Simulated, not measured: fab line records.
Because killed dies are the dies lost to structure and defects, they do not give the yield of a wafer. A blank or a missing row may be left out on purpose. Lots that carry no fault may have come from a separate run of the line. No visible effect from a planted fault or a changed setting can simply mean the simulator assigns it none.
A lot that was struck, set against a sound lot ; flow sky130 ; 44 out of 708 route steps
Sound: the wafers L633.1, L633.3, L633.4. Wafers L635.1, L635.3, L635.6 were the ones struck. Last of all comes the cause.
At each step with rows: each side's tool, then ch and its chambers, then its first start. Under that, the readings that differ: sound wafers ; struck wafers ; difference of the means ; sigmas: that difference in standard deviations of wafers without a fault.
alike: same words and numbers on both sides, and readings whose means sit less than 2 such deviations apart. not compared: any withheld reading, any reading some wafer has no value for, any bound like >300 that may hide the same value, and any number with overlapping values for which the record gives no deviation.
Wherever a step has rows on one side only, a row that says differs or no value, or a row with sigmas, the two part there. When numbers do not overlap yet have no deviation, they are printed without sigmas and do not part them. A reading that every wafer of one side lacks parts them only if that side has two wafers or more.

first, 2 steps without rows for these wafers: SKY_DNWELL_DEVELOP_06 (develop time 60 s); SKY_DNWELL_IMPLANT_07.
SKY_DNWELL_STRIP_08: strips in O2/N2.
  sound on plasmaAsher-02 ch 0,1, day 4 10:29; struck on plasmaAsher-02 ch 0,1, day 5 10:19
  alike: drypumpMotorCurrentA, oesProductAu, stripTimeToEndpointS
  not compared: rfHoursCounterH
SKY_DNWELL_TW_MEAS_09:
  sound: filmMetro-04 at day 4 10:35; struck: filmMetro-01 at day 5 10:25
  alike: DNWELL_TW
then, 7 steps without rows for these wafers: SKY_PWDE_DEHYDRATE_00 (time 60 s); SKY_PWDE_HMDS_01 (prime time 60 s); SKY_PWDE_COAT_02 (resist thk 3000 nm); SKY_PWDE_SOFTBAKE_03; SKY_PWDE_EXPOSE_04 (exposes mask PWDEM, target cd 840 nm); SKY_PWDE_PEB_05; SKY_PWDE_DEVELOP_06 (develop time 60 s).
SKY_PWDE_OVL_MEAS_07:
  sound: overlay-01 at day 5 02:07; struck: overlay-02 at day 6 04:35
  alike: PWDE_OVL
SKY_PWDE_IMPLANT_08:
  sound on implanter-02 ch 0, day 5 02:09; struck on implanter-01 ch 0, day 6 04:56
SKY_PWDE_STRIP_09: strips in O2/N2.
  sound on plasmaAsher-04 ch 0,1, day 5 02:18; struck on plasmaAsher-04 ch 0,1, day 6 05:15
  alike: drypumpMotorCurrentA, oesProductAu, stripTimeToEndpointS
  not compared: rfHoursCounterH
SKY_PWDE_TW_MEAS_10:
  sound: filmMetro-04 at day 5 02:24; struck: filmMetro-01 at day 6 05:34
reading;sound;struck;difference;sigmas
PWDE_TW;374.3 374.6 374.9;469.6 467.8 466.7;+93.4;+39
then, 7 steps without rows for these wafers: SKY_NWELL_DEHYDRATE_03 (time 60 s); SKY_NWELL_HMDS_04 (prime time 60 s); SKY_NWELL_COAT_05 (resist thk 3000 nm); SKY_NWELL_SOFTBAKE_06; SKY_NWELL_EXPOSE_07 (exposes mask NWM, target cd 840 nm); SKY_NWELL_PEB_08; SKY_NWELL_DEVELOP_09 (develop time 60 s).
SKY_NWELL_OVL_MEAS_10:
  sound: overlay-02 at day 5 19:55; struck: overlay-01 at day 6 22:49
  alike: NWELL_00_OVL
then, 3 steps without rows for these wafers: SKY_NWELL_IMPLANT_11; SKY_NWELL_IMPLANT_12; SKY_NWELL_IMPLANT_13.
SKY_NWELL_STRIP_14: strips in O2/N2.
  sound on plasmaAsher-04 ch 0,1, day 5 20:23; struck on plasmaAsher-04 ch 0,1, day 6 23:17
reading;sound;struck;difference;sigmas
stripTimeToEndpointS (s);36.83 36.86 36.75;37.13 37.12 37.13;+0.31;+3
  alike: drypumpMotorCurrentA, oesProductAu
  not compared: rfHoursCounterH
SKY_NWELL_TW_MEAS_15:
  sound: filmMetro-01 at day 5 20:29; struck: filmMetro-01 at day 6 23:23
  alike: NWELL_TW
then, 7 steps without rows for these wafers: SKY_NWELL_DEHYDRATE_16 (time 60 s); SKY_NWELL_HMDS_17 (prime time 60 s); SKY_NWELL_COAT_18 (resist thk 3000 nm); SKY_NWELL_SOFTBAKE_19; SKY_NWELL_EXPOSE_20 (exposes mask NWM COMPLEMENT, target cd 840 nm); SKY_NWELL_PEB_21; SKY_NWELL_DEVELOP_22 (develop time 60 s).
SKY_NWELL_OVL_MEAS_23:
  sound: overlay-01 at day 6 14:26; struck: overlay-02 at day 7 18:10
  alike: NWELL_01_OVL
then, 1 step without rows for these wafers: SKY_NWELL_IMPLANT_24.
SKY_NWELL_STRIP_25: strips in O2/N2.
  sound on plasmaAsher-01 ch 0,1, day 6 14:37; struck on plasmaAsher-01 ch 0,1, day 7 18:20
  alike: drypumpMotorCurrentA, oesProductAu, stripTimeToEndpointS
  not compared: rfHoursCounterH
SKY_NWELL_TW_MEAS_26:
  sound: filmMetro-04 at day 6 14:43; struck: filmMetro-04 at day 7 18:26
  alike: NWELL_2_TW
then, 1 step without rows for these wafers: SKY_NWELL_CLEAN_27 (cleans in SC1/SC2, time 150 s).
SKY_NWELL_RTA_28: time 30 s.
  sound on rtpAnneal-02 ch 0, day 6 14:50; struck on rtpAnneal-01 ch 0, day 7 18:34
  alike: lampPowerPct, rampUpCPerS, wafer_temp_C_max
SKY_NWELL_RS_MEAS_29: uses a four-point probe to measure.
  sound: filmMetro-02 at day 6 14:56; struck: filmMetro-02 at day 7 18:40
  alike: NWELL_RS
SKY_NWELL_RS_MEAS_31: uses a four-point probe to measure.
  sound: filmMetro-02 at day 6 15:10; struck: filmMetro-02 at day 7 19:11
reading;sound;struck;difference;sigmas
PWDE_RS (ohm/sq);5259 5272 5274;3118 3109 3114;-2155;-99 or more
SKY_PAD_OPEN_PROBE_99:
  sound wafers here have rows in the record (prober-02, day 47 02:11); struck ones have none

## WHERE THEY PART
At SKY_PWDE_TW_MEAS_10 first; at SKY_PAD_OPEN_PROBE_99 last (within this record only).

WHY: what the simulator had put in
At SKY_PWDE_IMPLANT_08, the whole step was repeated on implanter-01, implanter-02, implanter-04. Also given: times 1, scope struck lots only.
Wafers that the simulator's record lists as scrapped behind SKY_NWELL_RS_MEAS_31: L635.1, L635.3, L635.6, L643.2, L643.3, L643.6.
